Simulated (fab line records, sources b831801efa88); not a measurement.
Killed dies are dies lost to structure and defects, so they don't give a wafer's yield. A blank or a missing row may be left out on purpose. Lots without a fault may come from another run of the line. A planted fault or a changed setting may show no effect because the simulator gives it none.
A struck lot beside a sound one | flow sky130 | 17 steps out of a route of 708
Sound: wafers L964.1, L964.4, L964.6. Struck: wafer L968.3. (L968.5 of the same lot was not struck and is left out.) The cause comes at the end.
At each step with rows: each side's tool, then ch and its chambers, then its first start. Under that, the readings that differ: sound wafers | struck wafers | difference of the means | sigmas: that difference in standard deviations of wafers without a fault.
alike: readings whose means differ by less than 2 such deviations, and words and numbers that are the same on both sides. not compared: withheld readings, readings that some wafer has no value for, bounds like >300 that may hide the same value, and numbers for which the record gives no deviation and whose values overlap.
The two part at a step that has a row with sigmas, a row that says differs or no value, or rows on one side only. Numbers that don't overlap but have no deviation are shown without sigmas and don't part them. A reading that every wafer of one side lacks parts them only if that side has two wafers or more.

SKY_FIELD_ISO_THK_MEAS_02:
  sound on film_metro-04, day 4 01:14; struck on film_metro-03, day 4 20:44
  alike: FIELD_ISO_OXIDATION_00_THK
then, 1 step without rows for these wafers: SKY_FIELD_ISO_CVD_03 (deposits Si3N4 from DCS/NH3, target thk 165 nm, time 2830 s).
SKY_FIELD_ISO_THK_MEAS_04:
  sound on film_metro-03, day 4 04:07; struck on film_metro-03, day 4 22:35
  alike: FIELD_ISO_CVD_03_THK
then, 8 steps without rows for these wafers: SKY_FIELD_ISO_DEHYDRATE_05 (time 60 s); SKY_FIELD_ISO_HMDS_06 (prime time 60 s); SKY_FIELD_ISO_COAT_07 (resist thk 60 nm); SKY_FIELD_ISO_COAT_08 (resist thk 450 nm); SKY_FIELD_ISO_SOFTBAKE_09 (time 90 s); SKY_FIELD_ISO_EXPOSE_10 (exposes mask FOM, target cd 150 nm); SKY_FIELD_ISO_PEB_11; SKY_FIELD_ISO_DEVELOP_12 (develop time 60 s).
SKY_FIELD_ISO_CD_MEAS_13: target cd 150 nm.
  sound on cd_sem-01, day 4 21:07; struck on cd_sem-01, day 5 16:25
  alike: cd_nm
SKY_FIELD_ISO_ETCH_14: etches BARC in N2/H2, stops on SiO2, time 45.9 s, target depth 60 nm.
  sound on rie_diel-03 ch 1,3, day 4 21:14; struck on rie_diel-04 ch 2, day 5 16:29
  reading                                          | sound             | struck | difference | sigmas
  oes_product_au (a.u.)                            | 0.850 0.862 0.853 | 0.771  | -0.084     | -18
  run_length_s (s)                                 | 73.7 74.3 74.2    | 84.8   | +10.7      | +35
  model.KrF-thick_of_FIELD_ISO_COAT_08.thk_nm (nm) | 393.2 393.3 394.2 | 384.7  | -8.9       |
  alike: drypump_motor_current_A, throttle_valve_pct
  not compared: rf_hours_counter_h
SKY_FIELD_ISO_ETCH_15: etches the open film in CHF3/O2, stops on Si, target depth 180 nm, time 72 s.
  sound on rie_diel-03 ch 1,3, day 4 21:16; struck on rie_diel-04 ch 2, day 5 16:32
  reading                                          | sound             | struck | difference | sigmas
  model.KrF-thick_of_FIELD_ISO_COAT_08.thk_nm (nm) | 237.7 239.1 239.8 | 228.7  | -10.2      |
  alike: O2_flow_sccm, drypump_motor_current_A, oes_product_au, run_length_s, throttle_valve_pct
  not compared: rf_hours_counter_h
SKY_FIELD_ISO_STRIP_16: strips in O2/N2.
  sound on plasma_asher-03 ch 0,1, day 4 21:20; struck on plasma_asher-01 ch 1, day 5 16:38
  reading                      | sound             | struck | difference | sigmas
  strip_time_to_endpoint_s (s) | 3.559 3.579 3.580 | 3.469  | -0.104     | -4
  alike: drypump_motor_current_A, oes_product_au
  not compared: rf_hours_counter_h
SKY_FIELD_ISO_ETCH_17: etches Si in HBr/Cl2/O2, target depth 342 nm, time 97.7 s.
  sound on rie_si-01 ch 0,2,3, day 4 21:26; struck on rie_si-01 ch 2, day 5 16:41
  alike: O2_flow_sccm, drypump_motor_current_A, oes_product_au, run_length_s, throttle_valve_pct
  not compared: rf_hours_counter_h
then, 1 step without rows for these wafers: SKY_PAD_OPEN_PROBE_99.

WHERE THEY PART
First at SKY_FIELD_ISO_ETCH_14; last, within this record, at SKY_FIELD_ISO_STRIP_16. Later steps at which nothing parts them and some readings are alike: SKY_FIELD_ISO_ETCH_17.

WHY: what the simulator had put in
Process parameter drift: rie_diel-04, from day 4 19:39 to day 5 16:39, at SKY_FIELD_ISO_ETCH_14. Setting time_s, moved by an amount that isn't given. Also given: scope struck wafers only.
